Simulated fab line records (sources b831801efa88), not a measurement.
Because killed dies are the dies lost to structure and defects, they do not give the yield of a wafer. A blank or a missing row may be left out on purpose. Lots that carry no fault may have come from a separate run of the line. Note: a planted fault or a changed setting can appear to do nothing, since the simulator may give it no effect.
A single fault, viewed from 2 desks :: flow gf180mcu :: only its own numbers are on each desk; what lay behind them is given at the end

== FROM THE METROLOGY DESK ==
What the gauges read for every lot (on any tool): the sampled wafers with a number, averaged. If a lot's mean is further than 4 standard deviations from the usual mean, the lot is out of limits and carries the mark OUT (the distance appears in the brackets).
Columns: A = CONTACT_W_RS at GF_CONTACT_RS_MEAS_25, usual 0.386 ohm/sq; B = CONTACT_W_THK at GF_CONTACT_THK_MEAS_26, usual 299 nm
lot: L146
first seen here: day 16 04:56
A: 0.388
B: 295

lot: L149
first seen here: day 17 10:17
A: 0.386
B: 298

lot: L150
first seen here: day 18 01:05
A: 0.384
B: 299

lot: L151
first seen here: day 18 03:05
A: 0.383
B: 300

lot: L152
first seen here: day 18 16:24
A: 0.381
B: 303

lot: L157
first seen here: day 20 17:10
A: 0.404 (+4.5) OUT
B: 283 (-4.7) OUT

lot: L159
first seen here: day 21 06:14
A: 0.406 (+5.2) OUT
B: 284 (-4.4) OUT

lot: L162
first seen here: day 21 22:46
A: 0.386
B: 300

lot: L164
first seen here: day 22 18:05
A: 0.388
B: 301

lot: L167
first seen here: day 23 16:36
A: 0.381
B: 300

lot: L168
first seen here: day 24 11:26
A: 0.390
B: 293

lot: L169
first seen here: day 24 14:29
A: 0.383
B: 299
This desk finds L157, L159 out of limits, with the earliest case on L157 at day 20 17:10 (CONTACT_W_RS at GF_CONTACT_RS_MEAS_25). L146, L149, L150, L151, L152, L162, L164, L167, L168, L169 stayed within limits.

== AT THE TOOL OWNER'S DESK: cvd w-02 ==
The tool's own readings at GF_CONTACT_CVD_24 (deposits W, target thk 300 nm, time 90.339 s): means of the sampled wafers that have a number, for each lot that ran on this tool. If a lot's mean is further than 4 standard deviations from the usual mean, the lot is out of limits and carries the mark OUT (the distance appears in the brackets).
Columns: A = heater power w at GF_CONTACT_CVD_24, usual 914 W; B = susceptor temp C at GF_CONTACT_CVD_24, usual 400.01 C
lot: L146
first seen here: day 16 04:46
A: 1070
B: 399.97

lot: L149
first seen here: day 17 10:11
A: 1030
B: 400.05

lot: L150
first seen here: day 18 00:56
A: 1034
B: 399.97

lot: L157
first seen here: day 20 17:04
A: 1006
B: 396.91 (-14) OUT

lot: L159
first seen here: day 21 06:08
A: 995
B: 397.28 (-12) OUT

lot: L169
first seen here: day 24 14:23
A: 1025
B: 399.98
This desk finds L157, L159 out of limits, L157 being first, at day 20 17:04 (susceptor temp C at GF_CONTACT_CVD_24). L146, L149, L150, L169 stayed within limits.

== PUT TOGETHER ==
An alarm could have come from the tool owner's desk at day 20 17:04, on L157, L159.
An alarm was possible from the metrology desk at day 20 17:10, on L157, L159.
The lots listed all ran GF_CONTACT_CVD_24 on cvd w-02.

== WHAT THE SIMULATOR PUT IN ==
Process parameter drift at GF_CONTACT_CVD_24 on cvd w-02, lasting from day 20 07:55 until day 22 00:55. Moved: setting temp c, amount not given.
Shown lots that were struck: L157, L159.
Counting hours from when the fault started, the first reading out of limits came at 9 for the tool owner's desk and at 9 for the metrology desk.
